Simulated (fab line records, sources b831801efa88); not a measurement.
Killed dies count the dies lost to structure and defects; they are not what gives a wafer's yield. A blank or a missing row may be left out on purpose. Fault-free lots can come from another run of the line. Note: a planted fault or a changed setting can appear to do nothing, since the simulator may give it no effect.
fab line records	flow gf180mcu
record: lots: 5	wafers: 15	last-day: 33
route steps=602 shown TOP_METAL@576 PASSIVATION@587
lots with no fault: from the same line, run without faults
start-h: hours from the record's first day to the start of the lot's first wafer shown	wait-h: hours since the lot's step before	" unchanged from the row above	L1.1+2: several wafers, shown together as one row	- value missing, or start not given	* or withheld: withheld	< > ~ a bound
route shown NAME@n: a module of which the file shows steps, and the number in the route of the first	usual: mean/standard deviation taken from wafers without a fault	same: alike in all rows	chamber/n: place in a boat	sites: the reading at each site	_std_site: standard deviation across them	_edge_site: outer sites' mean less inner sites'	radius-mm: how far each site lies from the wafer's centre	mask NAME#n: copy n	behind: the last tool/chamber to shape the wafer	hold: what put the lot on hold/how long, in hours/how the hold closed	device: names the non-switching transistor (n, p or np)	end of line: the tests these same wafers got at the end of their route	a step without rows: its recipe alone	killed: dies that structure and defects cost at the first sort, which is not the same as the wafer's yield	map: dies across one wafer; x = killed, . = not, _ = none there
set.NAME: setting as actually run; set.NAME@STEP: the setting as run at that earlier step	model.NAME: the simulator's own value behind a step, which no gauge read
lots seen at some steps along the route; tables by step, rows by wafer
services: a tool's chamber out of use, with start hour (start-h, from the record's first day; less than 0 if before it), hours out, and reason
== steps ==
step: GF_TOP_METAL_COAT_09
recipe: resist: NOVOLAK	spin-rpm: 3000	resist-thk-nm: 1500
usual: chill-plate-temp-C: 22.99/0.096	exhaust-pa: 44.9/0.85
lot.wafer	tool	chamber	start-h	wait-h	chill-plate-temp-C	exhaust-pa
L076.1	litho-track-01	0	658.11	0.1	22.85	45.4
L076.3	"	0	"	"	22.96	44.0
L076.5	"	0	"	"	22.95	43.9
L079.1	litho-track-01	0	679.96	0.1	22.74	45.3
L079.4	"	0	"	"	23.13	47.3
L079.6	"	0	"	"	22.84	44.2
L082.1	litho-track-02	0	708.56	0.1	23.05	44.6
L082.4	"	0	"	"	23.00	45.1
L082.5	"	0	"	"	23.08	45.3
L091.1	litho-track-01	0	752.21	0.1	23.02	45.1
L091.4	"	0	"	"	23.06	44.8
L091.5	"	0	"	"	22.95	44.0
L095.1	litho-track-02	0	776.76	0.1	23.02	44.1
L095.2	"	0	"	"	22.98	44.0
L095.6	"	0	"	"	23.17	43.4
step: GF_TOP_METAL_SOFTBAKE_10
recipe: temp-c: 90	time-s: 60	resist: NOVOLAK
usual: chill-plate-temp-C: 23.02/0.096	exhaust-pa: 45.1/0.85
same: time-s: 60
lot.wafer	tool	chamber	start-h	wait-h	chill-plate-temp-C	exhaust-pa
L076.1	litho-track-01	0	658.26	0.1	23.12	45.7
L076.3	"	0	"	"	22.98	43.4
L076.5	"	0	"	"	22.97	44.7
L079.1	litho-track-01	0	680.11	0.1	22.98	44.9
L079.4	"	0	"	"	23.19	46.9
L079.6	"	0	"	"	23.02	46.1
L082.1	litho-track-02	0	708.71	0.1	23.05	43.9
L082.4	"	0	"	"	23.08	45.0
L082.5	"	0	"	"	22.97	43.7
L091.1	litho-track-01	0	752.36	0.1	23.11	47.0
L091.4	"	0	"	"	23.03	45.8
L091.5	"	0	"	"	23.09	45.7
L095.1	litho-track-02	0	776.91	0.1	23.01	46.9
L095.2	"	0	"	"	22.86	44.2
L095.6	"	0	"	"	22.97	46.1
step: GF_TOP_METAL_EXPOSE_11
recipe: mask-id: MetalTop	target-cd-nm: 440	na: 0.6	source-shape: conventional	sigma-outer: 0.6	dose-mj: 170
lot.wafer	tool	chamber	start-h	wait-h	mask
L076.1+3+5	iline-stepper-02	0	-	-	MetalTop#0
L079.1+4+6	iline-stepper-02	0	-	-	MetalTop#0
L082.1+4+5	iline-stepper-02	0	-	-	MetalTop#0
L091.1+4+5	iline-stepper-01	0	-	-	MetalTop#0
L095.1+2+6	iline-stepper-01	0	-	-	MetalTop#0
step: GF_TOP_METAL_PEB_12
recipe: temp-c: withheld	time-s: *	resist: NOVOLAK
usual: chill-plate-temp-C: *	exhaust-pa: 45.0/0.82
same: time-s: *
lot.wafer	tool	chamber	start-h	wait-h	chill-plate-temp-C	exhaust-pa
L076.1	litho-track-03	0	-	-	*	45.6
L076.3	"	0	"	"	*	45.9
L076.5	"	0	"	"	*	45.5
L079.1	litho-track-01	0	-	-	*	45.7
L079.4	"	0	"	"	*	44.7
L079.6	"	0	"	"	*	44.4
L082.1	litho-track-01	0	-	-	*	45.0
L082.4	"	0	"	"	*	44.7
L082.5	"	0	"	"	*	44.3
L091.1	litho-track-03	0	-	-	*	45.6
L091.4	"	0	"	"	*	45.5
L091.5	"	0	"	"	*	45.4
L095.1	litho-track-02	0	-	-	*	44.1
L095.2	"	0	"	"	*	44.0
L095.6	"	0	"	"	*	45.0
step: GF_TOP_METAL_DEVELOP_13
recipe: develop-time-s: 60	dev-temp-c: 23
usual: chill-plate-temp-C: 23.01/0.1	exhaust-pa: 45.0/0.78
lot.wafer	tool	chamber	start-h	wait-h	chill-plate-temp-C	exhaust-pa
L076.1	litho-track-03	0	667.87	0.1	23.00	45.1
L076.3	"	0	"	"	23.03	46.0
L076.5	"	0	"	"	23.10	45.3
L079.1	litho-track-01	0	689.26	0.1	23.04	44.4
L079.4	"	0	"	"	23.17	44.5
L079.6	"	0	"	"	23.10	45.5
L082.1	litho-track-01	0	717.26	0.1	22.93	44.0
L082.4	"	0	"	"	22.97	46.4
L082.5	"	0	"	"	22.94	44.3
L091.1	litho-track-03	0	760.07	0.1	23.18	44.3
L091.4	"	0	"	"	23.04	45.4
L091.5	"	0	"	"	23.12	44.8
L095.1	litho-track-02	0	784.56	0.1	23.17	45.9
L095.2	"	0	"	"	22.93	44.7
L095.6	"	0	"	"	23.10	44.6
step: GF_TOP_METAL_CD_MEAS_14
recipe: target-cd-nm: 440
usual: cd-nm: 440.7/2.3
lot.wafer	tool	chamber	start-h	wait-h	cd-nm
L076.1	cd-sem-02	-	668.02	0.1	438.6
L076.3	"	-	"	"	437.2
L076.5	"	-	"	"	437.8
L079.1	cd-sem-02	-	689.41	0.1	440.0
L079.4	"	-	"	"	441.3
L079.6	"	-	"	"	438.6
L082.1	cd-sem-01	-	717.41	0.1	442.3
L082.4	"	-	"	"	439.4
L082.5	"	-	"	"	440.3
L091.1	cd-sem-02	-	760.22	0.1	439.4
L091.4	"	-	"	"	440.6
L091.5	"	-	"	"	440.2
L095.1	cd-sem-01	-	784.78	0.2	434.9
L095.2	"	-	"	"	438.3
L095.6	"	-	"	"	437.2
step: GF_TOP_METAL_OVL_MEAS_15
usual: TOP_METAL_OVL: 0.3/1.3
lot.wafer	tool	chamber	start-h	wait-h	TOP_METAL_OVL[nm]
L076.1	overlay-02	-	668.14	0.1	0.0
L076.3	"	-	"	"	-0.8
L076.5	"	-	"	"	0.2
L079.1	overlay-01	-	689.53	0.1	-1.9
L079.4	"	-	"	"	-1.8
L079.6	"	-	"	"	-2.5
L082.1	overlay-02	-	717.53	0.1	-0.8
L082.4	"	-	"	"	-1.0
L082.5	"	-	"	"	0.8
L091.1	overlay-01	-	760.34	0.1	1.1
L091.4	"	-	"	"	0.5
L091.5	"	-	"	"	2.2
L095.1	overlay-01	-	784.90	0.1	-0.4
L095.2	"	-	"	"	-0.8
L095.6	"	-	"	"	-0.2
step: GF_TOP_METAL_METAL_ETCH_16
recipe: chemistry: Cl2/BCl3	mask-material: NOVOLAK	target-depth-nm: 1077.5	stop-on: SiO2	pressure-mtorr: 8	icp-w: 800	bias-w: 140	Cl2_flow_sccm: 80	bcl3-flow-sccm: 40	time-s: 179.6
usual: bias-w: 140.0/0.43	drypump-motor-current-A: 5.84/0.28	oes-product-au: 0.963/0.0085	throttle-valve-pct: 28.260/0.012
same: time-s: 179.6
lot.wafer	tool	chamber	start-h	wait-h	bias-w	drypump-motor-current-A	oes-product-au	rf-hours-counter-h	throttle-valve-pct
L076.1	rie-metal-01	1	668.17	0.0	140.0	5.86	0.959	7	28.251
L076.3	"	1	"	"	139.4	5.86	0.957	-	28.257
L076.5	"	1	"	"	139.7	5.88	0.960	-	28.277
L079.1	rie-metal-03	0	689.57	0.0	139.5	6.14	0.958	13	28.258
L079.4	"	0	"	"	140.2	6.16	0.962	-	28.257
L079.6	"	1	"	"	140.0	6.04	0.962	-	28.277
L082.1	rie-metal-03	1	717.57	0.0	140.4	6.05	0.971	7	28.267
L082.4	"	0	"	"	139.6	6.16	0.964	-	28.241
L082.5	"	0	"	"	140.2	6.12	0.961	-	28.274
L091.1	rie-metal-02	0	760.37	0.0	139.9	5.78	0.979	1	28.227
L091.4	"	1	"	"	139.7	5.23	0.970	-	28.232
L091.5	"	1	"	"	139.4	5.25	0.965	-	28.263
L095.1	rie-metal-01	1	784.94	0.0	140.2	5.87	0.965	16	28.267
L095.2	"	0	"	"	139.9	5.85	0.962	5	28.262
L095.6	"	0	"	"	140.0	5.85	0.970	-	28.256
step: GF_TOP_METAL_STRIP_17
recipe: chemistry: O2/N2	power-w: 1400	pressure-mtorr: 1500	platen-temp-c: 250	o2-flow-sccm: 3000	n2-flow-sccm: 300	overash-fraction: 0.5
usual: drypump-motor-current-A: 5.6/0.35	heater-power-w: 336/50	oes-product-au: 0.711/0.0046	strip-time-to-endpoint-s: 13.41/0.14
lot.wafer	tool	chamber	start-h	wait-h	drypump-motor-current-A	heater-power-w	oes-product-au	rf-hours-counter-h	strip-time-to-endpoint-s
L076.1	plasma-asher-03	1	668.52	0.3	5.4	328	0.706	54	13.34
L076.3	"	1	"	"	5.4	326	0.713	-	13.31
L076.5	"	1	"	"	5.4	326	0.714	-	13.30
L079.1	plasma-asher-03	1	689.75	0.1	5.4	323	0.714	57	13.55
L079.4	"	1	"	"	5.4	320	0.700	-	13.58
L079.6	"	1	"	"	5.4	324	0.712	-	13.59
L082.1	plasma-asher-02	0	717.74	0.1	5.7	279	0.716	115	13.52
L082.4	"	1	"	"	5.8	342	0.710	-	13.61
L082.5	"	0	"	"	5.7	284	0.719	-	13.65
L091.1	plasma-asher-03	0	760.55	0.1	5.0	435	0.705	66	13.40
L091.4	"	0	"	"	5.0	444	0.714	-	13.43
L091.5	"	1	"	"	5.3	324	0.708	-	13.38
L095.1	plasma-asher-01	0	785.11	0.1	5.9	330	0.717	39	13.12
L095.2	"	1	"	"	6.0	285	0.709	39	13.26
L095.6	"	1	"	"	6.1	293	0.705	-	13.33
step: GF_TOP_METAL_STRIP_18
recipe: chemistry: post-etch-residue-remover	time-s: 1200	temp-c: 72.5
same: time-s: 1200
lot.wafer	tool	chamber	start-h	wait-h
L076.1+3+5	wet-bench-04	1	668.62	0.1
L079.1+4+6	wet-bench-03	2	689.85	0.1
L082.1+4+5	wet-bench-03	1	717.84	0.1
L091.1+4+5	wet-bench-02	1	760.65	0.1
L095.1+2+6	wet-bench-02	2	785.21	0.1
step: GF_TOP_METAL_CLEAN_19
recipe: chemistry: DIW	dry: n2-spin
lot.wafer	tool	chamber	start-h	wait-h
L076.1+3+5	wet-bench-02	2	669.00	0.0
L079.1+4+6	wet-bench-02	0	690.25	0.0
L082.1+4+5	wet-bench-02	2	718.19	0.0
L091.1+4+5	wet-bench-04	1	760.99	0.0
L095.1+2+6	wet-bench-03	2	785.59	0.0
step: GF_PASSIVATION_CVD_00
recipe: material: SiO2	target-thk-nm: 1000	precursor: TEOS	temp-c: 400	time-s: 111.95	rf-w: 600
usual: heater-power-w: 662/91
same: time-s: 111.95
lot.wafer	tool	chamber	start-h	wait-h	heater-power-w
L076.1	pecvd-04	2	669.11	0.0	796
L076.3	"	0	"	"	675
L076.5	"	1	"	"	626
L079.1	pecvd-02	2	690.34	0.0	640
L079.4	"	0	"	"	709
L079.6	"	2	"	"	514
L082.1	pecvd-01	1	718.28	0.0	586
L082.4	"	0	"	"	588
L082.5	"	1	"	"	615
L091.1	pecvd-04	1	761.09	0.0	650
L091.4	"	1	"	"	516
L091.5	"	2	"	"	838
L095.1	pecvd-02	2	785.69	0.0	557
L095.2	"	0	"	"	725
L095.6	"	0	"	"	567
step: GF_PASSIVATION_THK_MEAS_01
recipe: reads: SiO2_of_PASSIVATION_CVD_00
usual: PASSIVATION_CVD_00_THK: 1000/16
lot.wafer	tool	chamber	start-h	wait-h	PASSIVATION_CVD_00_THK[nm]
L076.1	film-metro-03	-	669.18	0.0	1010
L076.3	"	-	"	"	990
L076.5	"	-	"	"	1010
L079.1	film-metro-03	-	690.42	0.0	983
L079.4	"	-	"	"	1024
L079.6	"	-	"	"	999
L082.1	film-metro-04	-	718.36	0.0	1009
L082.4	"	-	"	"	1014
L082.5	"	-	"	"	1020
L091.1	film-metro-03	-	761.17	0.0	1016
L091.4	"	-	"	"	1027
L091.5	"	-	"	"	1012
L095.1	film-metro-01	-	785.77	0.0	984
L095.2	"	-	"	"	993
L095.6	"	-	"	"	1010
step: GF_PASSIVATION_CVD_02
recipe: material: Si3N4	target-thk-nm: 700	time-s: 486.18	temp-c: 400	rf-w: 450
usual: heater-power-w: 716/93
same: time-s: 486.18
lot.wafer	tool	chamber	start-h	wait-h	heater-power-w
L076.1	pecvd-02	0	669.24	0.1	737
L076.3	"	1	"	"	886
L076.5	"	2	"	"	681
L079.1	pecvd-04	1	690.48	0.1	639
L079.4	"	1	"	"	665
L079.6	"	0	"	"	708
L082.1	pecvd-04	1	718.42	0.1	681
L082.4	"	0	"	"	693
L082.5	"	1	"	"	555
L091.1	pecvd-02	0	761.23	0.1	632
L091.4	"	0	"	"	695
L091.5	"	1	"	"	779
L095.1	pecvd-04	0	785.83	0.1	747
L095.2	"	2	"	"	819
L095.6	"	1	"	"	643
step: GF_PASSIVATION_THK_MEAS_03
recipe: reads: Si3N4_of_PASSIVATION_CVD_02
usual: PASSIVATION_CVD_02_THK: 701/10
lot.wafer	tool	chamber	start-h	wait-h	PASSIVATION_CVD_02_THK[nm]
L076.1	film-metro-01	-	669.53	0.1	678
L076.3	"	-	"	"	693
L076.5	"	-	"	"	710
L079.1	film-metro-04	-	690.77	0.1	699
L079.4	"	-	"	"	708
L079.6	"	-	"	"	696
L082.1	film-metro-03	-	718.70	0.1	691
L082.4	"	-	"	"	691
L082.5	"	-	"	"	701
L091.1	film-metro-03	-	761.51	0.1	677
L091.4	"	-	"	"	682
L091.5	"	-	"	"	705
L095.1	film-metro-03	-	786.11	0.1	694
L095.2	"	-	"	"	702
L095.6	"	-	"	"	701
step: GF_PASSIVATION_DEHYDRATE_04
recipe: temp-c: 200	time-s: 60
usual: chill-plate-temp-C: 22.99/0.11	exhaust-pa: 45.0/0.88
same: time-s: 60
lot.wafer	tool	chamber	start-h	wait-h	chill-plate-temp-C	exhaust-pa
L076.1	litho-track-04	0	677.82	8.3	22.79	45.6
L076.3	"	0	"	"	22.96	45.4
L076.5	"	0	"	"	22.87	45.6
L079.1	litho-track-02	0	699.06	8.3	22.92	44.1
L079.4	"	0	"	"	22.97	44.9
L079.6	"	0	"	"	23.11	44.2
L082.1	litho-track-04	0	727.11	8.4	22.87	46.5
L082.4	"	0	"	"	22.89	45.8
L082.5	"	0	"	"	22.96	45.9
L091.1	litho-track-03	0	768.87	7.3	23.03	47.1
L091.4	"	0	"	"	23.02	46.9
L091.5	"	0	"	"	23.08	45.6
L095.1	litho-track-04	0	792.81	6.7	23.00	43.3
L095.2	"	0	"	"	23.09	43.4
L095.6	"	0	"	"	23.02	43.4
step: GF_PASSIVATION_HMDS_05
recipe: prime-time-s: 60	prime-temp-c: 120
usual: chill-plate-temp-C: 23.02/0.1	exhaust-pa: 45.0/1
lot.wafer	tool	chamber	start-h	wait-h	chill-plate-temp-C	exhaust-pa
L076.1	litho-track-04	0	677.97	0.1	22.95	43.9
L076.3	"	0	"	"	23.02	43.7
L076.5	"	0	"	"	23.02	44.5
L079.1	litho-track-02	0	699.21	0.1	23.07	44.3
L079.4	"	0	"	"	23.00	45.6
L079.6	"	0	"	"	22.95	45.8
L082.1	litho-track-04	0	727.26	0.1	22.97	45.9
L082.4	"	0	"	"	23.04	44.0
L082.5	"	0	"	"	23.01	43.6
L091.1	litho-track-03	0	769.02	0.1	23.03	46.1
L091.4	"	0	"	"	22.96	44.3
L091.5	"	0	"	"	22.90	46.5
L095.1	litho-track-04	0	792.96	0.1	23.10	45.4
L095.2	"	0	"	"	22.99	45.3
L095.6	"	0	"	"	23.05	46.6
step: GF_PASSIVATION_COAT_06
recipe: spin-rpm: 2000	resist-thk-nm: 4000
usual: chill-plate-temp-C: 23.00/0.11	exhaust-pa: 44.8/0.87
lot.wafer	tool	chamber	start-h	wait-h	chill-plate-temp-C	exhaust-pa
L076.1	litho-track-04	0	678.12	0.1	23.27	45.6
L076.3	"	0	"	"	23.16	44.9
L076.5	"	0	"	"	23.09	45.1
L079.1	litho-track-02	0	699.36	0.1	22.99	44.8
L079.4	"	0	"	"	22.93	45.7
L079.6	"	0	"	"	22.81	44.5
L082.1	litho-track-04	0	727.41	0.1	22.88	44.8
L082.4	"	0	"	"	22.82	44.8
L082.5	"	0	"	"	22.93	43.8
L091.1	litho-track-03	0	769.17	0.1	23.16	43.3
L091.4	"	0	"	"	23.10	44.2
L091.5	"	0	"	"	23.12	44.9
L095.1	litho-track-04	0	793.11	0.1	23.10	45.5
L095.2	"	0	"	"	23.10	45.4
L095.6	"	0	"	"	23.10	45.7
step: GF_PASSIVATION_SOFTBAKE_07
recipe: temp-c: 110	time-s: withheld
usual: chill-plate-temp-C: 23.01/0.11	exhaust-pa: 45.1/0.96
lot.wafer	tool	chamber	start-h	wait-h	chill-plate-temp-C	exhaust-pa
L076.1	litho-track-04	0	678.27	0.1	22.84	45.8
L076.3	"	0	"	"	23.06	44.8
L076.5	"	0	"	"	22.97	45.5
L079.1	litho-track-02	0	699.51	0.1	23.02	46.1
L079.4	"	0	"	"	22.83	46.8
L079.6	"	0	"	"	22.84	46.2
L082.1	litho-track-04	0	727.56	0.1	23.05	44.1
L082.4	"	0	"	"	22.98	46.9
L082.5	"	0	"	"	23.00	43.3
L091.1	litho-track-03	0	769.32	0.1	23.02	46.0
L091.4	"	0	"	"	23.16	44.7
L091.5	"	0	"	"	23.02	45.1
L095.1	litho-track-04	0	793.26	0.1	23.07	46.0
L095.2	"	0	"	"	22.94	46.9
L095.6	"	0	"	"	23.16	45.6
step: GF_PASSIVATION_EXPOSE_08
recipe: mask-id: Pad	target-cd-nm: 40000	na: 0.57	dose-mj: 310
lot.wafer	tool	chamber	start-h	wait-h	mask
L076.1+3+5	iline-stepper-01	0	-	-	Pad#0
L079.1+4+6	iline-stepper-01	0	-	-	Pad#0
L082.1+4+5	iline-stepper-01	0	-	-	Pad#0
L091.1+4+5	iline-stepper-02	0	-	-	Pad#0
L095.1+2+6	iline-stepper-02	0	-	-	Pad#0
step: GF_PASSIVATION_PEB_09
recipe: temp-c: 115	time-s: withheld
usual: chill-plate-temp-C: 23.00/0.093	exhaust-pa: 44.8/0.99
lot.wafer	tool	chamber	start-h	wait-h	chill-plate-temp-C	exhaust-pa
L076.1	litho-track-04	0	-	-	23.08	44.6
L076.3	"	0	"	"	22.91	45.1
L076.5	"	0	"	"	22.97	43.6
L079.1	litho-track-04	0	-	-	23.12	44.5
L079.4	"	0	"	"	23.06	45.0
L079.6	"	0	"	"	23.05	44.5
L082.1	litho-track-03	0	-	-	23.14	45.9
L082.4	"	0	"	"	23.04	46.1
L082.5	"	0	"	"	22.98	47.4
L091.1	litho-track-04	0	-	-	22.80	44.5
L091.4	"	0	"	"	22.85	44.0
L091.5	"	0	"	"	22.90	44.2
L095.1	litho-track-04	0	-	-	23.10	46.2
L095.2	"	0	"	"	23.12	45.3
L095.6	"	0	"	"	23.00	46.4
step: GF_PASSIVATION_DEVELOP_10
recipe: develop-time-s: 60	dev-temp-c: 23
usual: chill-plate-temp-C: 23.01/0.11	exhaust-pa: 45.0/0.81
lot.wafer	tool	chamber	start-h	wait-h	chill-plate-temp-C	exhaust-pa
L076.1	litho-track-04	0	-	-	23.01	45.5
L076.3	"	0	"	"	22.97	45.1
L076.5	"	0	"	"	22.88	44.6
L079.1	litho-track-04	0	-	-	23.30	45.9
L079.4	"	0	"	"	23.24	45.4
L079.6	"	0	"	"	23.18	44.9
L082.1	litho-track-03	0	-	-	23.03	45.4
L082.4	"	0	"	"	22.97	45.8
L082.5	"	0	"	"	22.96	44.4
L091.1	litho-track-04	0	-	-	22.96	44.0
L091.4	"	0	"	"	22.95	43.9
L091.5	"	0	"	"	23.05	45.7
L095.1	litho-track-04	0	-	-	23.06	45.3
L095.2	"	0	"	"	23.02	43.9
L095.6	"	0	"	"	22.98	45.9
step: GF_PASSIVATION_ETCH_11
recipe: chemistry: CF4/O2	target-depth-nm: 1800	stop-on: TiN	source-w: 800	bias-w: 150	pressure-mtorr: 150	cf4-flow-sccm: 80	O2_flow_sccm: 10	time-s: 400
usual: bias-w: 150.0/0.48	drypump-motor-current-A: 6.0/0.46	oes-product-au: 0.963/0.008	throttle-valve-pct: 5.960/0.0095
same: time-s: 400
lot.wafer	tool	chamber	start-h	wait-h	bias-w	drypump-motor-current-A	oes-product-au	rf-hours-counter-h	throttle-valve-pct
L076.1	rie-diel-02	2	688.17	-	149.9	5.9	0.944	22	5.969
L076.3	"	0	"	"	150.8	5.7	0.951	13	5.940
L076.5	"	3	"	"	149.9	5.8	0.972	-	5.976
L079.1	rie-diel-02	1	709.12	-	150.7	6.3	0.952	4	5.965
L079.4	"	0	"	"	150.8	5.6	0.976	14	5.972
L079.6	"	3	"	"	149.5	5.8	0.964	-	5.953
L082.1	rie-diel-01	3	736.22	-	149.3	6.5	0.965	16	5.963
L082.4	"	0	"	"	150.4	6.2	0.959	21	5.957
L082.5	"	0	"	"	151.4	6.2	0.973	-	5.957
L091.1	rie-diel-02	2	777.06	-	150.0	6.0	0.963	26	5.963
L091.4	"	0	"	"	150.6	5.7	0.971	17	5.953
L091.5	"	2	"	"	150.3	5.9	0.968	-	5.976
L095.1	rie-diel-01	1	800.51	-	149.8	6.3	0.956	5	5.949
L095.2	"	2	"	"	149.8	6.6	0.964	2	5.969
L095.6	"	2	"	"	149.3	6.6	0.969	-	5.967
step: GF_PASSIVATION_STRIP_12
recipe: chemistry: O2/N2	power-w: 1400	pressure-mtorr: 1500	platen-temp-c: 250	o2-flow-sccm: 3000	n2-flow-sccm: 300	overash-fraction: 0.5
usual: drypump-motor-current-A: 5.7/0.37	heater-power-w: 329/34	oes-product-au: 0.719/0.0046	strip-time-to-endpoint-s: 34.7/0.37
lot.wafer	tool	chamber	start-h	wait-h	drypump-motor-current-A	heater-power-w	oes-product-au	rf-hours-counter-h	strip-time-to-endpoint-s
L076.1	plasma-asher-04	1	688.40	0.1	4.9	331	0.720	88	34.4
L076.3	"	1	"	"	4.9	329	0.721	-	34.9
L076.5	"	0	"	"	5.5	390	0.722	-	34.2
L079.1	plasma-asher-01	0	709.35	0.1	5.9	331	0.716	30	34.5
L079.4	"	0	"	"	5.9	327	0.723	-	34.7
L079.6	"	0	"	"	5.9	332	0.720	-	34.3
L082.1	plasma-asher-04	0	736.46	0.1	5.5	398	0.714	93	34.7
L082.4	"	1	"	"	4.9	332	0.726	-	35.3
L082.5	"	0	"	"	5.5	384	0.718	-	35.1
L091.1	plasma-asher-01	1	777.30	0.1	6.0	295	0.722	38	34.6
L091.4	"	0	"	"	6.0	332	0.720	-	34.9
L091.5	"	0	"	"	5.9	332	0.715	-	34.8
L095.1	plasma-asher-01	0	800.75	0.1	5.9	330	0.722	40	34.7
L095.2	"	1	"	"	6.0	299	0.724	40	34.9
L095.6	"	1	"	"	6.0	289	0.714	-	34.6
step: GF_PASSIVATION_ANNEAL_13
recipe: temp-c: 400	time-s: 1800	ambient: N2/H2	idle-temp-c: 300	ramp-up-c-per-min: 10	ramp-down-c-per-min: 3
same: time-s: 1800
lot.wafer	tool	chamber	start-h	wait-h
L076.1+3+5	furnace-02	0	688.50	0.1
L079.1+4+6	furnace-02	0	709.45	0.1
L082.1+4+5	furnace-02	0	736.56	0.1
L091.1+4+5	furnace-02	0	777.40	0.1
L095.1+2+6	furnace-02	0	800.85	0.1
step: GF_PASSIVATION_BOW_MEAS_14
recipe: mode: bow
usual: PASSIVATION_BOW: 135/10
lot.wafer	tool	chamber	start-h	wait-h	PASSIVATION_BOW[um]
L076.1	film-metro-01	-	690.00	0.0	126
L076.3	"	-	"	"	130
L076.5	"	-	"	"	119
L079.1	film-metro-01	-	710.99	0.0	148
L079.4	"	-	"	"	161
L079.6	"	-	"	"	139
L082.1	film-metro-01	-	738.06	0.0	126
L082.4	"	-	"	"	131
L082.5	"	-	"	"	130
L091.1	film-metro-03	-	778.90	0.0	133
L091.4	"	-	"	"	122
L091.5	"	-	"	"	126
L095.1	film-metro-03	-	802.35	0.0	126
L095.2	"	-	"	"	145
L095.6	"	-	"	"	144
== services ==
tool	chamber	start-h	hours	kind
furnace-02	-	644.82	5.4	pm
pecvd-04	0	647.29	16.4	repair
furnace-02	-	651.44	3.0	pm
iline-stepper-01	-	652.82	1.4	repair
iline-stepper-01	-	657.44	2.2	repair
iline-stepper-01	-	657.55	4.7	repair
iline-stepper-01	-	662.62	3.3	repair
plasma-asher-04	-	669.65	14.6	pm
rie-diel-01	-	679.67	2.8	pm
plasma-asher-01	-	687.12	4.0	repair
furnace-02	-	691.58	1.3	repair
pecvd-04	-	695.07	0.5	repair
rie-metal-03	1	699.61	4.6	repair
iline-stepper-01	-	705.21	1.7	pm
plasma-asher-02	-	721.90	1.6	repair
plasma-asher-02	-	733.75	9.0	pm
iline-stepper-02	-	739.27	20.7	repair
rie-diel-02	1	741.19	8.0	repair
plasma-asher-02	-	742.35	3.8	repair
pecvd-01	1	761.75	4.9	repair
rie-metal-03	1	770.72	3.3	repair
rie-metal-01	-	780.25	2.8	pm
pecvd-04	-	786.21	1.7	repair
pecvd-01	-	799.38	14.0	pm
== key ==
fault none
